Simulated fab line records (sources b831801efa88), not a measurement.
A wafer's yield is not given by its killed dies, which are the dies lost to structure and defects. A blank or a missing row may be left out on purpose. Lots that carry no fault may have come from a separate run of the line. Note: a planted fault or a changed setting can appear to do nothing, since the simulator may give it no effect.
Which tool was responsible? / flow sky130 / 24 lots with 72 wafers sampled at 6 steps, on a route of 708 steps

WHAT THE GAUGES READ, wafer by wafer
SKY_LOCAL_INTERCONNECT_OVL_MEAS_12.
lot=L074; measured=day 28 03:32; on=overlay-02; LOCAL_INTERCONNECT_OVL (nm)=-2 -5 -7
lot=L075; measured=day 28 04:54; on=overlay-01; LOCAL_INTERCONNECT_OVL (nm)=4 0 7
lot=L076; measured=day 28 05:51; on=overlay-02; LOCAL_INTERCONNECT_OVL (nm)=2 8 0
lot=L077; measured=day 28 07:06; on=overlay-02; LOCAL_INTERCONNECT_OVL (nm)=-11 -4 7
lot=L078; measured=day 28 21:38; on=overlay-01; LOCAL_INTERCONNECT_OVL (nm)=-1 -2 0
lot=L080; measured=day 29 06:05; on=overlay-02; LOCAL_INTERCONNECT_OVL (nm)=6 2 9
lot=L079; measured=day 29 08:38; on=overlay-01; LOCAL_INTERCONNECT_OVL (nm)=-5 -9 -4
lot=L081; measured=day 29 21:32; on=overlay-01; LOCAL_INTERCONNECT_OVL (nm)=-3 -1 -9
lot=L082; measured=day 30 06:52; on=overlay-01; LOCAL_INTERCONNECT_OVL (nm)=-3 -6 0
lot=L084; measured=day 30 09:17; on=overlay-01; LOCAL_INTERCONNECT_OVL (nm)=-5 -4 1
lot=L083; measured=day 30 10:26; on=overlay-01; LOCAL_INTERCONNECT_OVL (nm)=10 9 12
lot=L085; measured=day 30 19:02; on=overlay-02; LOCAL_INTERCONNECT_OVL (nm)=0 6 2
lot=L086; measured=day 31 03:26; on=overlay-01; LOCAL_INTERCONNECT_OVL (nm)=1 2 -4
lot=L087; measured=day 31 10:43; on=overlay-02; LOCAL_INTERCONNECT_OVL (nm)=-1 4 0
lot=L088; measured=day 31 13:41; on=overlay-02; LOCAL_INTERCONNECT_OVL (nm)=-4 0 -4
lot=L089; measured=day 32 00:55; on=overlay-01; LOCAL_INTERCONNECT_OVL (nm)=-4 -2 3
lot=L090; measured=day 32 14:49; on=overlay-01; LOCAL_INTERCONNECT_OVL (nm)=-4 -2 -8
lot=L091; measured=day 32 20:05; on=overlay-02; LOCAL_INTERCONNECT_OVL (nm)=2 5 7
lot=L094; measured=day 40 14:29; on=overlay-02; LOCAL_INTERCONNECT_OVL (nm)=0 -6 13
lot=L092; measured=day 40 18:08; on=overlay-01; LOCAL_INTERCONNECT_OVL (nm)=5 1 0
lot=L093; measured=day 40 20:32; on=overlay-01; LOCAL_INTERCONNECT_OVL (nm)=-9 -6 -5
lot=L095; measured=day 40 21:11; on=overlay-01; LOCAL_INTERCONNECT_OVL (nm)=11 1 12
lot=L096; measured=day 40 22:08; on=overlay-02; LOCAL_INTERCONNECT_OVL (nm)=-6 -13 -3
lot=L097; measured=day 41 00:10; on=overlay-02; LOCAL_INTERCONNECT_OVL (nm)=-2 3 2

SKY_METAL1_CD_MEAS_15: target cd 140 nm.
lot=L074; measured=day 30 15:47; on=cd-sem-01; cd-nm (nm)=140.8 139.6 138.8
lot=L075; measured=day 30 16:26; on=cd-sem-02; cd-nm (nm)=138.2 136.0 136.1
lot=L076; measured=day 30 18:56; on=cd-sem-02; cd-nm (nm)=140.2 137.8 139.5
lot=L077; measured=day 30 19:28; on=cd-sem-02; cd-nm (nm)=140.3 140.9 141.3
lot=L078; measured=day 31 09:35; on=cd-sem-01; cd-nm (nm)=140.9 140.4 140.0
lot=L080; measured=day 31 19:05; on=cd-sem-02; cd-nm (nm)=141.4 139.4 140.8
lot=L079; measured=day 31 21:29; on=cd-sem-02; cd-nm (nm)=142.2 140.9 141.9
lot=L081; measured=day 32 11:12; on=cd-sem-01; cd-nm (nm)=142.5 140.7 140.7
lot=L082; measured=day 32 19:47; on=cd-sem-02; cd-nm (nm)=142.9 141.6 142.8
lot=L084; measured=day 32 21:37; on=cd-sem-02; cd-nm (nm)=139.1 139.7 140.3
lot=L083; measured=day 32 22:37; on=cd-sem-01; cd-nm (nm)=139.6 138.4 140.1
lot=L085; measured=day 33 04:59; on=cd-sem-01; cd-nm (nm)=140.7 140.2 141.0
lot=L086; measured=day 33 12:58; on=cd-sem-01; cd-nm (nm)=141.4 139.4 140.4
lot=L087; measured=day 33 20:55; on=cd-sem-01; cd-nm (nm)=140.5 139.8 140.3
lot=L088; measured=day 33 22:49; on=cd-sem-01; cd-nm (nm)=137.7 138.4 138.6
lot=L089; measured=day 34 08:02; on=cd-sem-01; cd-nm (nm)=143.5 142.4 144.4
lot=L090; measured=day 34 20:41; on=cd-sem-01; cd-nm (nm)=141.1 141.2 140.9
lot=L091; measured=day 35 03:47; on=cd-sem-01; cd-nm (nm)=139.4 138.9 139.7
lot=L094; measured=day 42 20:01; on=cd-sem-01; cd-nm (nm)=141.0 141.1 140.6
lot=L092; measured=day 43 00:29; on=cd-sem-01; cd-nm (nm)=141.9 141.1 140.3
lot=L093; measured=day 43 01:47; on=cd-sem-02; cd-nm (nm)=139.8 141.7 140.5
lot=L095; measured=day 43 02:46; on=cd-sem-02; cd-nm (nm)=139.9 139.2 139.5
lot=L096; measured=day 43 02:55; on=cd-sem-01; cd-nm (nm)=140.3 140.0 140.8
lot=L097; measured=day 43 04:31; on=cd-sem-02; cd-nm (nm)=140.3 139.6 139.1

SKY_METAL3_OVL_MEAS_14.
lot=L074; measured=day 36 13:49; on=overlay-01; METAL3_OVL (nm)=-3 -11 -11
lot=L075; measured=day 36 15:10; on=overlay-01; METAL3_OVL (nm)=-1 4 3
lot=L076; measured=day 36 16:25; on=overlay-02; METAL3_OVL (nm)=-6 -1 -8
lot=L077; measured=day 36 17:40; on=overlay-01; METAL3_OVL (nm)=11 8 4
lot=L078; measured=day 37 05:01; on=overlay-01; METAL3_OVL (nm)=6 -6 -1
lot=L080; measured=day 37 15:02; on=overlay-01; METAL3_OVL (nm)=11 1 2
lot=L079; measured=day 37 17:02; on=overlay-01; METAL3_OVL (nm)=-3 -7 -9
lot=L081; measured=day 38 06:13; on=overlay-01; METAL3_OVL (nm)=0 0 -3
lot=L082; measured=day 38 15:13; on=overlay-01; METAL3_OVL (nm)=1 -4 9
lot=L084; measured=day 38 16:14; on=overlay-02; METAL3_OVL (nm)=8 -2 2
lot=L083; measured=day 38 17:50; on=overlay-01; METAL3_OVL (nm)=-8 -9 -8
lot=L085; measured=day 38 23:40; on=overlay-02; METAL3_OVL (nm)=-3 4 3
lot=L086; measured=day 39 09:14; on=overlay-01; METAL3_OVL (nm)=8 1 4
lot=L087; measured=day 39 17:37; on=overlay-02; METAL3_OVL (nm)=3 -3 6
lot=L088; measured=day 39 20:26; on=overlay-02; METAL3_OVL (nm)=10 3 1
lot=L089; measured=day 40 03:47; on=overlay-02; METAL3_OVL (nm)=-5 -1 -4
lot=L090; measured=day 40 15:40; on=overlay-01; METAL3_OVL (nm)=0 -1 3
lot=L091; measured=day 40 23:13; on=overlay-02; METAL3_OVL (nm)=-5 -2 -2
lot=L094; measured=day 47 07:31; on=overlay-01; METAL3_OVL (nm)=0 -9 -7
lot=L092; measured=day 47 10:10; on=overlay-01; METAL3_OVL (nm)=10 3 6
lot=L093; measured=day 47 10:41; on=overlay-02; METAL3_OVL (nm)=10 14 9
lot=L095; measured=day 47 12:19; on=overlay-02; METAL3_OVL (nm)=1 3 2
lot=L096; measured=day 47 13:01; on=overlay-02; METAL3_OVL (nm)=0 -1 -4
lot=L097; measured=day 47 14:10; on=overlay-02; METAL3_OVL (nm)=10 -4 -2

SKY_VIA3_OVL_MEAS_13.
lot=L074; measured=day 37 18:20; on=overlay-02; VIA3_OVL (nm)=0 7 3
lot=L075; measured=day 37 19:20; on=overlay-01; VIA3_OVL (nm)=-20 -2 -7
lot=L076; measured=day 37 20:29; on=overlay-01; VIA3_OVL (nm)=0 -7 1
lot=L077; measured=day 37 22:16; on=overlay-01; VIA3_OVL (nm)=-9 -3 -3
lot=L078; measured=day 38 09:16; on=overlay-02; VIA3_OVL (nm)=4 4 -8
lot=L080; measured=day 38 18:47; on=overlay-02; VIA3_OVL (nm)=1 -4 -2
lot=L079; measured=day 38 20:50; on=overlay-01; VIA3_OVL (nm)=5 -9 4
lot=L081; measured=day 39 10:20; on=overlay-01; VIA3_OVL (nm)=1 1 1
lot=L082; measured=day 39 19:05; on=overlay-02; VIA3_OVL (nm)=0 -12 -3
lot=L084; measured=day 39 19:26; on=overlay-02; VIA3_OVL (nm)=7 3 7
lot=L083; measured=day 39 21:17; on=overlay-02; VIA3_OVL (nm)=6 -2 -8
lot=L085; measured=day 40 03:26; on=overlay-01; VIA3_OVL (nm)=-7 6 5
lot=L086; measured=day 40 11:50; on=overlay-02; VIA3_OVL (nm)=0 6 12
lot=L087; measured=day 40 20:22; on=overlay-02; VIA3_OVL (nm)=-9 -5 -2
lot=L088; measured=day 40 23:20; on=overlay-01; VIA3_OVL (nm)=0 0 5
lot=L089; measured=day 41 06:07; on=overlay-01; VIA3_OVL (nm)=-7 3 -7
lot=L090; measured=day 41 18:59; on=overlay-02; VIA3_OVL (nm)=-5 -6 -3
lot=L091; measured=day 42 02:08; on=overlay-02; VIA3_OVL (nm)=2 0 9
lot=L094; measured=day 48 02:56; on=overlay-01; VIA3_OVL (nm)=1 5 -1
lot=L092; measured=day 48 05:38; on=overlay-01; VIA3_OVL (nm)=-7 -2 -3
lot=L093; measured=day 48 05:59; on=overlay-01; VIA3_OVL (nm)=-5 -5 -3
lot=L095; measured=day 48 07:38; on=overlay-02; VIA3_OVL (nm)=4 6 0
lot=L096; measured=day 48 08:10; on=overlay-01; VIA3_OVL (nm)=-6 0 -1
lot=L097; measured=day 48 09:05; on=overlay-01; VIA3_OVL (nm)=-1 2 -6

SKY_VIA4_BOW_MEAS_03.
lot=L074; measured=day 40 02:07; on=film-metro-01; VIA4_BOW (um)=77 91 65
lot=L075; measured=day 40 02:45; on=film-metro-01; VIA4_BOW (um)=68 71 63
lot=L076; measured=day 40 04:04; on=film-metro-04; VIA4_BOW (um)=75 67 78
lot=L077; measured=day 40 05:51; on=film-metro-04; VIA4_BOW (um)=93 95 85
lot=L078; measured=day 40 16:37; on=film-metro-04; VIA4_BOW (um)=85 76 90
lot=L080; measured=day 41 01:19; on=film-metro-01; VIA4_BOW (um)=99 83 93
lot=L079; measured=day 41 03:24; on=film-metro-01; VIA4_BOW (um)=73 70 94
lot=L081; measured=day 41 15:20; on=film-metro-04; VIA4_BOW (um)=71 73 69
lot=L082; measured=day 42 01:05; on=film-metro-04; VIA4_BOW (um)=85 87 89
lot=L084; measured=day 42 02:18; on=film-metro-01; VIA4_BOW (um)=76 86 83
lot=L083; measured=day 42 03:39; on=film-metro-03; VIA4_BOW (um)=86 83 79
lot=L085; measured=day 42 10:07; on=film-metro-04; VIA4_BOW (um)=74 75 81
lot=L086; measured=day 42 18:04; on=film-metro-04; VIA4_BOW (um)=80 72 78
lot=L087; measured=day 43 04:02; on=film-metro-04; VIA4_BOW (um)=77 79 68
lot=L088; measured=day 43 04:56; on=film-metro-01; VIA4_BOW (um)=73 69 72
lot=L089; measured=day 43 11:33; on=film-metro-03; VIA4_BOW (um)=96 92 80
lot=L090; measured=day 43 23:06; on=film-metro-03; VIA4_BOW (um)=84 90 90
lot=L091; measured=day 44 03:56; on=film-metro-03; VIA4_BOW (um)=78 84 81
lot=L094; measured=day 49 16:32; on=film-metro-04; VIA4_BOW (um)=85 81 64
lot=L092; measured=day 49 18:23; on=film-metro-01; VIA4_BOW (um)=75 83 88
lot=L093; measured=day 49 20:04; on=film-metro-01; VIA4_BOW (um)=90 80 80
lot=L095; measured=day 49 23:09; on=film-metro-03; VIA4_BOW (um)=71 89 74
lot=L096; measured=day 49 22:51; on=film-metro-03; VIA4_BOW (um)=84 91 70
lot=L097; measured=day 49 23:45; on=film-metro-03; VIA4_BOW (um)=64 88 68

WHICH TOOL RAN EACH LOT (tool, then ch and the chambers of the sampled wafers, then the start)
lot=L074; SKY_METAL1_ETCH_18=rie-metal-02 ch 0,1, day 30 15:58
lot=L075; SKY_METAL1_ETCH_18=rie-metal-04 ch 1, day 30 16:37
lot=L076; SKY_METAL1_ETCH_18=rie-metal-02 ch 0,1, day 30 19:07
lot=L077; SKY_METAL1_ETCH_18=rie-metal-03 ch 0,1, day 30 19:38
lot=L078; SKY_METAL1_ETCH_18=rie-metal-02 ch 0,1, day 31 09:44
lot=L080; SKY_METAL1_ETCH_18=rie-metal-03 ch 0,1, day 31 19:16
lot=L079; SKY_METAL1_ETCH_18=rie-metal-04 ch 0,1, day 31 21:40
lot=L081; SKY_METAL1_ETCH_18=rie-metal-02 ch 0, day 32 11:22
lot=L082; SKY_METAL1_ETCH_18=rie-metal-03 ch 0,1, day 32 19:56
lot=L084; SKY_METAL1_ETCH_18=rie-metal-02 ch 0,1, day 32 21:47
lot=L083; SKY_METAL1_ETCH_18=rie-metal-04 ch 1, day 32 22:46
lot=L085; SKY_METAL1_ETCH_18=rie-metal-02 ch 0,1, day 33 05:10
lot=L086; SKY_METAL1_ETCH_18=rie-metal-03 ch 0,1, day 33 13:07
lot=L087; SKY_METAL1_ETCH_18=rie-metal-03 ch 0,1, day 33 21:05
lot=L088; SKY_METAL1_ETCH_18=rie-metal-04 ch 0,1, day 33 22:59
lot=L089; SKY_METAL1_ETCH_18=rie-metal-02 ch 0,1, day 34 08:13
lot=L090; SKY_METAL1_ETCH_18=rie-metal-03 ch 0,1, day 34 20:52
lot=L091; SKY_METAL1_ETCH_18=rie-metal-02 ch 0,1, day 35 03:59
lot=L094; SKY_METAL1_ETCH_18=rie-metal-03 ch 0,1, day 42 20:11
lot=L092; SKY_METAL1_ETCH_18=rie-metal-02 ch 0,1, day 43 00:38
lot=L093; SKY_METAL1_ETCH_18=rie-metal-04 ch 0, day 43 01:56
lot=L095; SKY_METAL1_ETCH_18=rie-metal-03 ch 0,1, day 43 02:56
lot=L096; SKY_METAL1_ETCH_18=rie-metal-04 ch 0,1, day 43 03:04
lot=L097; SKY_METAL1_ETCH_18=rie-metal-03 ch 0, day 43 04:41
- SKY_METAL1_ETCH_18: etches BARC in N2/H2, stops on SiO2, time 45.9 s, target depth 60 nm.

WHAT THE TOOLS THEMSELVES READ (means of the sampled wafers that have a number; where no wafer has one, the mark that the record gives instead)
SKY_METAL1_ETCH_18.
lot=L074; tool=rie-metal-02; drypump-motor-current-A (A)=6.3; oes-product-au (a.u.)=0.853; throttle-valve-pct (%)=13.224
lot=L075; tool=rie-metal-04; drypump-motor-current-A (A)=5.6; oes-product-au (a.u.)=0.857; throttle-valve-pct (%)=13.227
lot=L076; tool=rie-metal-02; drypump-motor-current-A (A)=6.4; oes-product-au (a.u.)=0.857; throttle-valve-pct (%)=13.226
lot=L077; tool=rie-metal-03; drypump-motor-current-A (A)=5.4; oes-product-au (a.u.)=0.854; throttle-valve-pct (%)=13.231
lot=L078; tool=rie-metal-02; drypump-motor-current-A (A)=6.2; oes-product-au (a.u.)=0.854; throttle-valve-pct (%)=13.225
lot=L080; tool=rie-metal-03; drypump-motor-current-A (A)=5.3; oes-product-au (a.u.)=0.858; throttle-valve-pct (%)=13.216
lot=L079; tool=rie-metal-04; drypump-motor-current-A (A)=6.2; oes-product-au (a.u.)=0.852; throttle-valve-pct (%)=13.219
lot=L081; tool=rie-metal-02; drypump-motor-current-A (A)=6.5; oes-product-au (a.u.)=0.854; throttle-valve-pct (%)=13.215
lot=L082; tool=rie-metal-03; drypump-motor-current-A (A)=5.3; oes-product-au (a.u.)=0.860; throttle-valve-pct (%)=13.228
lot=L084; tool=rie-metal-02; drypump-motor-current-A (A)=6.4; oes-product-au (a.u.)=0.855; throttle-valve-pct (%)=13.235
lot=L083; tool=rie-metal-04; drypump-motor-current-A (A)=5.6; oes-product-au (a.u.)=0.858; throttle-valve-pct (%)=13.221
lot=L085; tool=rie-metal-02; drypump-motor-current-A (A)=6.3; oes-product-au (a.u.)=0.855; throttle-valve-pct (%)=13.216
lot=L086; tool=rie-metal-03; drypump-motor-current-A (A)=5.5; oes-product-au (a.u.)=0.859; throttle-valve-pct (%)=13.220
lot=L087; tool=rie-metal-03; drypump-motor-current-A (A)=5.4; oes-product-au (a.u.)=0.857; throttle-valve-pct (%)=13.228
lot=L088; tool=rie-metal-04; drypump-motor-current-A (A)=6.2; oes-product-au (a.u.)=0.858; throttle-valve-pct (%)=13.221
lot=L089; tool=rie-metal-02; drypump-motor-current-A (A)=6.4; oes-product-au (a.u.)=0.854; throttle-valve-pct (%)=13.225
lot=L090; tool=rie-metal-03; drypump-motor-current-A (A)=5.3; oes-product-au (a.u.)=0.860; throttle-valve-pct (%)=13.222
lot=L091; tool=rie-metal-02; drypump-motor-current-A (A)=6.4; oes-product-au (a.u.)=0.855; throttle-valve-pct (%)=13.219
lot=L094; tool=rie-metal-03; drypump-motor-current-A (A)=5.5; oes-product-au (a.u.)=0.858; throttle-valve-pct (%)=13.226
lot=L092; tool=rie-metal-02; drypump-motor-current-A (A)=6.3; oes-product-au (a.u.)=0.857; throttle-valve-pct (%)=13.226
lot=L093; tool=rie-metal-04; drypump-motor-current-A (A)=6.5; oes-product-au (a.u.)=0.861; throttle-valve-pct (%)=13.229
lot=L095; tool=rie-metal-03; drypump-motor-current-A (A)=5.4; oes-product-au (a.u.)=0.855; throttle-valve-pct (%)=13.222
lot=L096; tool=rie-metal-04; drypump-motor-current-A (A)=6.2; oes-product-au (a.u.)=0.860; throttle-valve-pct (%)=13.225
lot=L097; tool=rie-metal-03; drypump-motor-current-A (A)=5.1; oes-product-au (a.u.)=0.856; throttle-valve-pct (%)=13.224

THE ANSWER, worked out from the rows above alone
Rule: usual is defined by the lots themselves. Put in order of their means at a reading, lots are off if they are a third of the lots or fewer, leave a main group of 4 or more, and stand apart from it by a gap of 3 or more times the standard deviation of the main group's means; of several such gaps the widest counts. A main group is skipped when, at the precision printed for the reading in the tables above, its means are all equal. Also off: a lot with no number at a reading for which 4 or more lots have one. Any other lot the step has rows for is counted as sound. The gauges are gone through in route order, then the tools' own readings, and for those a lot's mean is taken as printed above. The first step at which some lot is off is used, and at that step the reading that is off furthest; a lot without a number counts as furthest.
No lot is off on any of the readings shown, so nothing can be concluded from this.

WHAT WAS PUT IN BY THE SIMULATOR
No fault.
